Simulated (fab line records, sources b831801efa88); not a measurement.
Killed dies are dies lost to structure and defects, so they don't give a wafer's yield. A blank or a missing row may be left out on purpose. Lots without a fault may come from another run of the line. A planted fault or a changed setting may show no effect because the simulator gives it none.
A struck lot beside a sound one | flow sky130 | 27 steps out of a route of 708
Sound: wafers L864.1, L864.4, L864.5. Struck: wafers L871.4, L871.5, L871.6. The cause comes at the end.
At each step with rows: each side's tool, then ch and its chambers, then its first start. Under that, the readings that differ: sound wafers | struck wafers | difference of the means | sigmas: that difference in standard deviations of wafers without a fault.
alike: readings whose means differ by less than 2 such deviations, and words and numbers that are the same on both sides. not compared: withheld readings, readings that some wafer has no value for, bounds like >300 that may hide the same value, and numbers for which the record gives no deviation and whose values overlap.
The two part at a step that has a row with sigmas, a row that says differs or no value, or rows on one side only. Numbers that don't overlap but have no deviation are shown without sigmas and don't part them. A reading that every wafer of one side lacks parts them only if that side has two wafers or more.

SKY_FIELD_ISO_OXIDATION_01: stabilise 600 s, purge 300 s, target thk 12 nm.
  sound on furnace-01 ch 0, day 1 10:26; struck on furnace-01 ch 0, day 3 00:59
  alike: ox_temp_c_max
SKY_FIELD_ISO_THK_MEAS_02:
  sound on film_metro-01, day 1 11:57; struck on film_metro-04, day 3 02:32
  reading                         | sound             | struck            | difference | sigmas
  FIELD_ISO_OXIDATION_00_THK (nm) | 12.08 12.02 12.24 | 19.18 19.32 19.38 | +7.18      | +34
then, 22 steps without rows for these wafers: SKY_FIELD_ISO_CVD_03 (deposits Si3N4 from DCS/NH3, target thk 165 nm, time 2830 s); SKY_FIELD_ISO_DEHYDRATE_05 (time 60 s); SKY_FIELD_ISO_HMDS_06 (prime time 60 s); SKY_FIELD_ISO_COAT_07 (resist thk 60 nm); SKY_FIELD_ISO_COAT_08 (resist thk 450 nm); SKY_FIELD_ISO_SOFTBAKE_09 (time 90 s); SKY_FIELD_ISO_EXPOSE_10 (exposes mask FOM, target cd 150 nm); SKY_FIELD_ISO_PEB_11; SKY_FIELD_ISO_DEVELOP_12 (develop time 60 s); SKY_FIELD_ISO_ETCH_14 (etches BARC in N2/H2, stops on SiO2, time 45.9 s, target depth 60 nm); SKY_FIELD_ISO_ETCH_15 (etches the open film in CHF3/O2, stops on Si, target depth 180 nm, time 72 s); SKY_FIELD_ISO_STRIP_16 (strips in O2/N2); SKY_FIELD_ISO_ETCH_17 (etches Si in HBr/Cl2/O2, target depth 342 nm, time 97.7 s); SKY_FIELD_ISO_WET_ETCH_18 (etches Si3N4 in H3PO4, target depth 25 nm, time 286 s); SKY_FIELD_ISO_CLEAN_19 (cleans in SC1/SC2, time 150 s); SKY_FIELD_ISO_CLEAN_20 (cleans in dHF, time 20 s); SKY_FIELD_ISO_WET_ETCH_21 (etches SiO2 in dHF, target depth 20 nm, time 400 s); SKY_FIELD_ISO_OXIDATION_22 (stabilise 600 s, purge 300 s, target thk 10 nm); SKY_FIELD_ISO_CVD_24 (deposits SiO2, target thk 595 nm, time 99.2 s); SKY_FIELD_ISO_ANNEAL_26 (time 1800 s); SKY_FIELD_ISO_CMP_27 (polishes, stops on Si3N4, t overpolish 16 s, target thk 457.8 nm); SKY_FIELD_ISO_WET_ETCH_28 (etches SiO2 in dHF, target depth 23.7 nm, time 47 s).
SKY_FIELD_ISO_WET_ETCH_29: etches Si3N4 in H3PO4, target depth 160 nm, time 1825 s.
  sound on wet_bench-03 ch 1, day 2 12:27; struck on wet_bench-02 ch 3, day 4 00:08
  reading                                          | sound             | struck            | difference | sigmas
  model.SiO2_of_FIELD_ISO_OXIDATION_01.thk_nm (nm) | 11.72 11.67 11.85 | 18.86 18.96 19.12 | +7.23      |
then, 1 step without rows for these wafers: SKY_FIELD_ISO_WET_ETCH_30 (etches SiO2 in dHF, target depth 25 nm, time 50 s).
-- the record jumps here: 44 days lie between the struck wafers' starts before and after (it left off in module FIELD_ISO and takes up again in module PAD_OPEN, whose first step shown is number 708 of the route) --
SKY_PAD_OPEN_PROBE_99:
  sound on prober-01, day 46 06:14; struck on prober-01, day 48 08:19
  reading                                          | sound                | struck              | difference | sigmas
  model.etest.diode_pdiff_fingers.leak_log10_a_cm2 | -6.793 -6.589 -6.746 | -6.835 -7.01 -6.861 | -0.193     |
  model.etest.diode_ndiff_fingers.leak_log10_a_cm2 | -6.68 -6.668 -6.516  | -6.98 -7.095 -6.917 | -0.38      |
  alike: killed_at_M0_to_M3, killed_at_M4_up, killed_at_contacts, killed_at_front_end, killed_at_other, killed_dies, killed_open, killed_short
  not compared: model.etest.sram_nfet_pass.off_log10_a_um, model.etest.sram_nfet_pass.vt_v, model.etest.sram_nfet_pass.vt_sat_v

WHERE THEY PART
Only at SKY_FIELD_ISO_THK_MEAS_02, within this record. Later steps at which nothing parts them and some readings are alike: SKY_PAD_OPEN_PROBE_99.

WHY: what the simulator had put in
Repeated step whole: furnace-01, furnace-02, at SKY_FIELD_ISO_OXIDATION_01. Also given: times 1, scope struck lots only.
